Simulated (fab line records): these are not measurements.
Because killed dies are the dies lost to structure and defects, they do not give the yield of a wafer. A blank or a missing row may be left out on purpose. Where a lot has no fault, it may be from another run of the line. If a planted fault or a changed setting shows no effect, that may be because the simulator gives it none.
A single fault, viewed from 2 desks    flow gf180mcu    only its own numbers are on each desk; what lay behind them is given at the end

FROM THE METROLOGY DESK
What the gauges read, lot by lot, whatever tool the lot ran on: means of the sampled wafers that have a number. The brackets show how far a lot's mean lies from the usual mean; more than 4 standard deviations puts the lot out of limits, marked OUT.
Columns: A = V3_CVD_02_THK at GF_V3_THK_MEAS_03, usual 844 nm
lot   first seen here  A
L604  day 21 03:24     844
L606  day 21 20:59     842
L607  day 22 16:30     846
L608  day 22 23:31     845
L611  day 23 16:48     839
L612  day 24 12:19     851
L613  day 24 13:46     843
L614  day 24 20:50     840
L615  day 25 07:22     851
L620  day 27 03:16     831
L624  day 28 04:10     837
L627  day 28 22:25     844
Finding of this desk: none of the 12 lots has anything out of limits.

THE TOOL OWNER'S DESK: cmp-02
The tool's own readings at GF_V3_CMP_04 (polishes SiO2): means of the sampled wafers that have a number, for each lot that ran on this tool. The brackets show how far a lot's mean lies from the usual mean; more than 4 standard deviations puts the lot out of limits, marked OUT.
Columns: A = motor-current-A at GF_V3_CMP_04, usual 12.1 A; B = time-to-endpoint-s at GF_V3_CMP_04, usual 79 s
lot   first seen here  A     B
L604  day 21 03:28     13.1  82
L611  day 23 16:51     12.0  80
L613  day 24 13:49     12.3  83
L615  day 25 07:29     13.3  79
L620  day 27 03:22     13.1  62
Finding of this desk: none of the 5 lots has anything out of limits.

TAKEN TOGETHER
Nothing out of limits was seen by the metrology desk.
Nothing out of limits was seen by the tool owner's desk.

WHAT THE SIMULATOR PUT IN
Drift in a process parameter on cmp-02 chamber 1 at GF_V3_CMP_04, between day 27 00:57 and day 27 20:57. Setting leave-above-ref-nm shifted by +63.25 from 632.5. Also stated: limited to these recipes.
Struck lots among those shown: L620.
